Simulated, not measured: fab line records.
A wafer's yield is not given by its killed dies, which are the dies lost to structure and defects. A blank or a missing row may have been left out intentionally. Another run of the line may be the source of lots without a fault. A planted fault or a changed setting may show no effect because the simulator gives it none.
What tool caused it? | flow gf180mcu | Sampling: 24 lots, 72 wafers, 5 of 602 route steps

## WHAT THE GAUGES READ, wafer by wafer
GF_V4_THK_MEAS_03. Usual: V4_CVD_02_THK typically reads 851 nm, with standard deviation 10.
lot  | measured     | on           | V4_CVD_02_THK (nm) | flag
L074 | day 23 16:27 | filmMetro-04 | 838 858 865        | 
L075 | day 24 04:23 | filmMetro-02 | 855 863 858        | 
L076 | day 24 16:47 | filmMetro-01 | 844 847 867        | 
L077 | day 25 04:40 | filmMetro-04 | 856 865 861        | 
L078 | day 25 06:14 | filmMetro-04 | 828 843 856        | 
L079 | day 25 10:20 | filmMetro-04 | 848 863 856        | 
L080 | day 25 19:08 | filmMetro-02 | 829 858 852        | 
L082 | day 26 05:55 | filmMetro-02 | 863 860 873        | 
L081 | day 26 06:03 | filmMetro-04 | 843 840 870        | 
L084 | day 26 23:10 | filmMetro-01 | 865 855 870        | 
L083 | day 27 01:23 | filmMetro-02 | 842 863 861        | 
L085 | day 27 07:07 | filmMetro-01 | 846 843 861        | 
L086 | day 27 17:21 | filmMetro-02 | 845 851 850        | 
L087 | day 27 19:11 | filmMetro-02 | 859 852 860        | 
L088 | day 28 02:33 | filmMetro-02 | 842 850 857        | 
L089 | day 28 10:11 | filmMetro-04 | 842 867 851        | 
L090 | day 28 21:13 | filmMetro-02 | 862 865 860        | 
L091 | day 29 02:27 | filmMetro-02 | 840 866 850        | 
L092 | day 29 03:41 | filmMetro-02 | 841 856 869        | 
L093 | day 29 13:48 | filmMetro-04 | 855 848 842        | 
L094 | day 29 21:42 | filmMetro-02 | 833 851 844        | 
L095 | day 29 21:44 | filmMetro-04 | 845 848 845        | 
L096 | day 30 00:48 | filmMetro-02 | 846 841 852        | 
L097 | day 30 02:02 | filmMetro-01 | 850 851 861        | 

## WHICH TOOL RAN EACH LOT (tool, then ch and the chambers of the sampled wafers, then the start)
lot  | GF_POLY_GATE_ETCH_12              | GF_M2_STRIP_17                      | GF_V2_ETCH_17                                | GF_V3_ETCH_17
L074 | rieDiel-01 ch 1,3, day 9 09:22    | plasmaAsher-01 ch 0,1, day 19 11:38 | rieDiel-03 ch 0,1, day 23 16:27 or earlier   | rieDiel-02 ch 0,1,3, day 23 16:27 or earlier
L075 | rieDiel-02 ch 0,3, day 9 18:59    | plasmaAsher-01 ch 0,1, day 20 01:35 | rieDiel-03 ch 0,1,2, day 24 04:23 or earlier | rieDiel-02 ch 0,1,3, day 24 04:23 or earlier
L076 | rieDiel-04 ch 0,2,3, day 10 02:07 | plasmaAsher-01 ch 0,1, day 20 13:54 | rieDiel-03 ch 1,2,3, day 24 16:47 or earlier | rieDiel-02 ch 0,1,3, day 24 16:47 or earlier
L077 | rieDiel-01 ch 1,2,3, day 10 11:38 | plasmaAsher-01 ch 0,1, day 21 02:50 | rieDiel-04 ch 0,1, day 25 04:40 or earlier   | rieDiel-04 ch 0,2,3, day 25 04:40 or earlier
L078 | rieDiel-04 ch 0,1,3, day 10 12:17 | plasmaAsher-01 ch 0,1, day 21 04:23 | rieDiel-03 ch 1,2,3, day 25 06:14 or earlier | rieDiel-02 ch 1,2,3, day 25 06:14 or earlier
L079 | rieDiel-01 ch 0,1,3, day 10 20:43 | plasmaAsher-01 ch 0,1, day 21 08:59 | rieDiel-01 ch 0,1,3, day 25 10:20 or earlier | rieDiel-03 ch 0,1,2, day 25 10:20 or earlier
L080 | rieDiel-02 ch 2,3, day 11 07:20   | plasmaAsher-04 ch 0,1, day 21 19:40 | rieDiel-04 ch 0,2,3, day 25 19:08 or earlier | rieDiel-03 ch 0,1,2, day 25 19:08 or earlier
L082 | rieDiel-01 ch 0,3, day 11 13:50   | plasmaAsher-03 ch 0,1, day 22 06:40 | rieDiel-03 ch 0,3, day 26 05:55 or earlier   | rieDiel-04 ch 1,2,3, day 26 05:55 or earlier
L081 | rieDiel-02 ch 1,3, day 11 13:58   | plasmaAsher-04 ch 0,1, day 22 07:19 | rieDiel-04 ch 1,3, day 26 06:03 or earlier   | rieDiel-03 ch 0,1,2, day 26 06:03 or earlier
L084 | rieDiel-02 ch 0,1,2, day 12 01:49 | plasmaAsher-04 ch 0,1, day 23 02:16 | rieDiel-03 ch 0,1,2, day 26 23:10 or earlier | rieDiel-04 ch 0,1, day 26 23:10 or earlier
L083 | rieDiel-04 ch 0,1,2, day 12 02:02 | plasmaAsher-04 ch 0,1, day 23 02:25 | rieDiel-01 ch 0,1,2, day 27 01:23 or earlier | rieDiel-02 ch 0,2,3, day 27 01:23 or earlier
L085 | rieDiel-02 ch 0,1,2, day 12 09:14 | plasmaAsher-04 ch 1, day 23 11:46   | rieDiel-04 ch 0,1,3, day 27 07:07 or earlier | rieDiel-02 ch 0,2, day 27 07:07 or earlier
L086 | rieDiel-02 ch 0,2,3, day 12 18:14 | plasmaAsher-01 ch 0,1, day 23 21:37 | rieDiel-04 ch 1,2,3, day 27 17:21 or earlier | rieDiel-02 ch 0,1,3, day 27 17:21 or earlier
L087 | rieDiel-04 ch 1,2,3, day 12 22:08 | plasmaAsher-03 ch 0,1, day 24 00:28 | rieDiel-03 ch 1,2, day 27 19:11 or earlier   | rieDiel-03 ch 0,1,3, day 27 19:11 or earlier
L088 | rieDiel-01 ch 1,2, day 13 07:02   | plasmaAsher-04 ch 0,1, day 24 08:07 | rieDiel-04 ch 1,2, day 28 02:33 or earlier   | rieDiel-03 ch 0,1,2, day 28 02:33 or earlier
L089 | rieDiel-04 ch 0,3, day 13 16:29   | plasmaAsher-03 ch 0,1, day 24 17:43 | rieDiel-01 ch 0,2,3, day 28 10:11 or earlier | rieDiel-04 ch 2,3, day 28 10:11 or earlier
L090 | rieDiel-01 ch 1,2,3, day 14 02:55 | plasmaAsher-01 ch 0,1, day 25 04:52 | rieDiel-01 ch 0,3, day 28 21:13 or earlier   | rieDiel-03 ch 1,2,3, day 28 21:13 or earlier
L091 | rieDiel-02 ch 1,3, day 14 09:14   | plasmaAsher-04 ch 0,1, day 25 10:05 | rieDiel-01 ch 1,3, day 29 02:27 or earlier   | rieDiel-02 ch 0,1,3, day 29 02:27 or earlier
L092 | rieDiel-04 ch 1,2, day 14 09:29   | plasmaAsher-01 ch 0,1, day 25 11:55 | rieDiel-03 ch 1,2, day 29 03:41 or earlier   | rieDiel-03 ch 0,1,2, day 29 03:41 or earlier
L093 | rieDiel-02 ch 2,3, day 14 20:35   | plasmaAsher-01 ch 0,1, day 25 23:38 | rieDiel-04 ch 0,3, day 29 13:48 or earlier   | rieDiel-02 ch 2,3, day 29 13:48 or earlier
L094 | rieDiel-01 ch 1,2, day 15 04:53   | plasmaAsher-04 ch 0,1, day 26 06:56 | rieDiel-04 ch 0,2,3, day 29 21:42 or earlier | rieDiel-02 ch 1,2, day 29 21:42 or earlier
L095 | rieDiel-01 ch 0,2,3, day 15 07:11 | plasmaAsher-04 ch 0,1, day 26 08:13 | rieDiel-03 ch 0,1,2, day 29 21:44 or earlier | rieDiel-03 ch 0,3, day 29 21:44 or earlier
L096 | rieDiel-04 ch 0,3, day 15 13:14   | plasmaAsher-04 ch 0,1, day 26 11:52 | rieDiel-04 ch 0,1,3, day 30 00:48 or earlier | rieDiel-02 ch 0,3, day 30 00:48 or earlier
L097 | rieDiel-04 ch 1,2, day 15 16:20   | plasmaAsher-03 ch 0,1, day 26 13:01 | rieDiel-01 ch 0,1, day 30 02:02 or earlier   | rieDiel-03 ch 1,3, day 30 02:02 or earlier
- GF_POLY_GATE_ETCH_12: etches BARC in N2/H2.
- GF_M2_STRIP_17: strips in O2/N2.
- GF_V2_ETCH_17: etches SiO2 in C4F8/O2/Ar, stops on TiN, target depth 630 nm.
- GF_V3_ETCH_17: etches SiO2 in C4F8/O2/Ar, stops on TiN, target depth 635 nm.

## AS READ BY THE TOOLS THEMSELVES (means over the sampled wafers that have a number; for cases with no such wafer, the mark the record gives instead)
GF_POLY_GATE_ETCH_12. Usual: drypumpMotorCurrentA 5.5 A, standard deviation 0.39; oesProductAu 0.736 a.u., standard deviation 0.0053; throttleValvePct 13.215 %, standard deviation 0.0092.
lot  | tool       | drypumpMotorCurrentA (A) | oesProductAu (a.u.) | throttleValvePct (%) | flag
L074 | rieDiel-01 | 5.1                      | 0.731               | 13.217               | 
L075 | rieDiel-02 | 5.0                      | 0.735               | 13.209               | 
L076 | rieDiel-04 | 5.4                      | 0.740               | 13.221               | 
L077 | rieDiel-01 | 5.3                      | 0.735               | 13.215               | 
L078 | rieDiel-04 | 5.7                      | 0.739               | 13.220               | 
L079 | rieDiel-01 | 5.4                      | 0.736               | 13.221               | 
L080 | rieDiel-02 | 5.5                      | 0.741               | 13.216               | 
L082 | rieDiel-01 | 5.5                      | 0.739               | 13.219               | 
L081 | rieDiel-02 | 5.5                      | 0.741               | 13.225               | 
L084 | rieDiel-02 | 5.5                      | 0.738               | 13.217               | 
L083 | rieDiel-04 | 5.6                      | 0.732               | 13.216               | 
L085 | rieDiel-02 | 5.5                      | 0.736               | 13.219               | 
L086 | rieDiel-02 | 5.2                      | 0.734               | 13.211               | 
L087 | rieDiel-04 | 5.4                      | 0.731               | 13.206               | 
L088 | rieDiel-01 | 5.2                      | 0.731               | 13.220               | 
L089 | rieDiel-04 | 5.7                      | 0.732               | 13.207               | 
L090 | rieDiel-01 | 5.3                      | 0.734               | 13.219               | 
L091 | rieDiel-02 | 5.7                      | 0.732               | 13.217               | 
L092 | rieDiel-04 | 5.6                      | 0.733               | 13.217               | 
L093 | rieDiel-02 | 5.5                      | 0.731               | 13.215               | 
L094 | rieDiel-01 | 5.4                      | 0.739               | 13.222               | 
L095 | rieDiel-01 | 5.7                      | 0.733               | 13.214               | 
L096 | rieDiel-04 | 5.5                      | 0.737               | 13.205               | 
L097 | rieDiel-04 | 5.6                      | 0.732               | 13.211               | 

GF_M2_STRIP_17. Usual: drypumpMotorCurrentA 5.64 A, standard deviation 0.28; heaterPowerW 351 W, standard deviation 34; oesProductAu 0.538 a.u., standard deviation 0.0054; stripTimeToEndpointS 7.41 s, standard deviation 0.068.
lot  | tool           | drypumpMotorCurrentA (A) | heaterPowerW (W) | oesProductAu (a.u.) | stripTimeToEndpointS (s) | flag
L074 | plasmaAsher-01 | 5.52                     | 340              | 0.537               | 7.33                     | 
L075 | plasmaAsher-01 | 5.54                     | 344              | 0.535               | 7.40                     | 
L076 | plasmaAsher-01 | 5.52                     | 338              | 0.537               | 7.33                     | 
L077 | plasmaAsher-01 | 5.52                     | 344              | 0.543               | 7.49                     | 
L078 | plasmaAsher-01 | 5.65                     | 350              | 0.540               | 7.46                     | 
L079 | plasmaAsher-01 | 5.65                     | 351              | 0.536               | 7.49                     | 
L080 | plasmaAsher-04 | 5.53                     | 321              | 0.539               | 7.42                     | 
L082 | plasmaAsher-03 | 6.13                     | 395              | 0.537               | 7.41                     | 
L081 | plasmaAsher-04 | 5.50                     | 325              | 0.536               | 7.38                     | 
L084 | plasmaAsher-04 | 5.60                     | 341              | 0.535               | 7.28                     | 
L083 | plasmaAsher-04 | 5.50                     | 323              | 0.544               | 7.44                     | 
L085 | plasmaAsher-04 | 5.40                     | 302              | 0.537               | 7.44                     | 
L086 | plasmaAsher-01 | 5.52                     | 341              | 0.542               | 7.44                     | 
L087 | plasmaAsher-03 | 6.13                     | 392              | 0.534               | 7.38                     | 
L088 | plasmaAsher-04 | 5.62                     | 351              | 0.535               | 7.34                     | 
L089 | plasmaAsher-03 | 5.85                     | 403              | 0.540               | 7.43                     | 
L090 | plasmaAsher-01 | 5.66                     | 356              | 0.539               | 7.40                     | 
L091 | plasmaAsher-04 | 5.50                     | 326              | 0.538               | 7.42                     | 
L092 | plasmaAsher-01 | 5.66                     | 356              | 0.540               | 7.39                     | 
L093 | plasmaAsher-01 | 5.53                     | 339              | 0.532               | 7.38                     | 
L094 | plasmaAsher-04 | 5.59                     | 348              | 0.539               | 7.42                     | 
L095 | plasmaAsher-04 | 5.49                     | 326              | 0.537               | 7.38                     | 
L096 | plasmaAsher-04 | 5.59                     | 348              | 0.542               | 7.49                     | 
L097 | plasmaAsher-03 | 5.85                     | 392              | 0.537               | 7.46                     | 

GF_V2_ETCH_17. Usual: oesProductAu at 0.856 a.u., with a standard deviation of 0.0051.
lot  | tool       | oesProductAu (a.u.) | flag
L074 | rieDiel-03 | 0.854               | 
L075 | rieDiel-03 | 0.854               | 
L076 | rieDiel-03 | 0.855               | 
L077 | rieDiel-04 | 0.850               | 
L078 | rieDiel-03 | 0.860               | 
L079 | rieDiel-01 | 0.856               | 
L080 | rieDiel-04 | 0.854               | 
L082 | rieDiel-03 | 0.861               | 
L081 | rieDiel-04 | 0.858               | 
L084 | rieDiel-03 | 0.856               | 
L083 | rieDiel-01 | 0.849               | 
L085 | rieDiel-04 | 0.855               | 
L086 | rieDiel-04 | 0.855               | 
L087 | rieDiel-03 | 0.850               | 
L088 | rieDiel-04 | 0.855               | 
L089 | rieDiel-01 | 0.859               | 
L090 | rieDiel-01 | 0.855               | 
L091 | rieDiel-01 | 0.857               | 
L092 | rieDiel-03 | 0.858               | 
L093 | rieDiel-04 | 0.857               | 
L094 | rieDiel-04 | 0.856               | 
L095 | rieDiel-03 | 0.862               | 
L096 | rieDiel-04 | 0.857               | 
L097 | rieDiel-01 | 0.859               | 

GF_V3_ETCH_17. Usual: oesProductAu at 0.856 a.u., with a standard deviation of 0.0051.
lot  | tool       | oesProductAu (a.u.) | flag
L074 | rieDiel-02 | 0.857               | 
L075 | rieDiel-02 | 0.856               | 
L076 | rieDiel-02 | 0.855               | 
L077 | rieDiel-04 | 0.854               | 
L078 | rieDiel-02 | 0.862               | 
L079 | rieDiel-03 | 0.857               | 
L080 | rieDiel-03 | 0.855               | 
L082 | rieDiel-04 | 0.854               | 
L081 | rieDiel-03 | 0.857               | 
L084 | rieDiel-04 | 0.862               | 
L083 | rieDiel-02 | 0.858               | 
L085 | rieDiel-02 | 0.860               | 
L086 | rieDiel-02 | 0.855               | 
L087 | rieDiel-03 | 0.857               | 
L088 | rieDiel-03 | 0.856               | 
L089 | rieDiel-04 | 0.851               | 
L090 | rieDiel-03 | 0.857               | 
L091 | rieDiel-02 | 0.859               | 
L092 | rieDiel-03 | 0.855               | 
L093 | rieDiel-02 | 0.855               | 
L094 | rieDiel-02 | 0.852               | 
L095 | rieDiel-03 | 0.856               | 
L096 | rieDiel-02 | 0.856               | 
L097 | rieDiel-03 | 0.858               | 

## THE ANSWER, worked out from the rows above alone
Rule: a lot is off if the mean of its wafers that have a number lies more than 3 standard deviations from the usual mean. A lot without any number at a reading at which 4 lots or more have one is off too. All remaining lots with rows at the step are treated as sound. After the gauges, taken in route order, come the tools' own readings; for these a lot's mean is taken, as printed above. The first step at which some lot is off is used, and at that step the reading that is off furthest; a lot without a number counts as furthest.
Across all readings shown, no lot is off: no conclusion can be drawn from this.

## WHAT WAS PUT IN BY THE SIMULATOR
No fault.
